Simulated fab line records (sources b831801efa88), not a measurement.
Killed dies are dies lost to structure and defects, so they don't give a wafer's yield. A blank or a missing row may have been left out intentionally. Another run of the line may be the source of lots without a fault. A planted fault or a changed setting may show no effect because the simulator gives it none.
2 desks looking at one fault :: flow gf180mcu :: every desk sees just its own numbers, and what lay behind them comes last

== TOOL OWNER'S DESK, litho track-04 ==
The tool's own readings at GF_M3_COAT_09 (resist thk 1000 nm): means of the sampled wafers that have a number, for each lot that ran on this tool. A lot is out of limits, marked OUT, if its mean lies more than 4 standard deviations from the usual mean; the brackets give that distance.
Columns: A = dispense pressure kPa at GF_M3_COAT_09, usual 50.6 kPa
lot: L955
first seen here: day 21 14:28
A: 51.3

lot: L960
first seen here: day 23 09:08
A: 51.4

lot: L963
first seen here: day 24 03:43
A: 51.4

lot: L962
first seen here: day 24 06:29
A: 51.3

lot: L964
first seen here: day 24 15:37
A: 51.3

lot: L974
first seen here: day 27 09:31
A: 51.4

lot: L975
first seen here: day 27 17:10
A: 51.4

lot: L977
first seen here: day 28 10:10
A: 51.4
This desk's verdict: no lot among the 8 shows anything out of limits.

== FROM THE METROLOGY DESK ==
What the gauges read, lot by lot, whatever tool the lot ran on: means of the sampled wafers that have a number. A lot is out of limits, marked OUT, if its mean lies more than 4 standard deviations from the usual mean; the brackets give that distance.
Columns: A = M3_ALCU_THK at GF_M3_THK_MEAS_06, usual 446 nm; B = M3_OVL at GF_M3_OVL_MEAS_15, usual 2 nm
lot: L954
first seen here: day 20 09:49
A: 442
B: 4

lot: L955
first seen here: day 21 03:26
A: 435
B: -1

lot: L957
first seen here: day 22 01:25
A: 435
B: -2

lot: L959
first seen here: day 22 09:03
A: 443
B: -0

lot: L960
first seen here: day 22 22:29
A: 443
B: -2

lot: L963
first seen here: day 23 16:37
A: 456
B: 4

lot: L962
first seen here: day 23 20:07
A: 444
B: 1

lot: L964
first seen here: day 24 05:23
A: 442
B: 6

lot: L974
first seen here: day 26 23:46
A: 454
B: 3

lot: L975
first seen here: day 27 06:52
A: 446
B: 2

lot: L976
first seen here: day 27 13:00
A: 446
B: -3

lot: L977
first seen here: day 28 01:23
A: 452
B: -2
This desk's verdict: no lot among the 12 shows anything out of limits.

== TAKEN TOGETHER ==
Nothing out of limits was seen by the tool owner's desk.
Metrology desk: nothing out of limits seen.

== WHAT HAD BEEN PUT IN BY THE SIMULATOR ==
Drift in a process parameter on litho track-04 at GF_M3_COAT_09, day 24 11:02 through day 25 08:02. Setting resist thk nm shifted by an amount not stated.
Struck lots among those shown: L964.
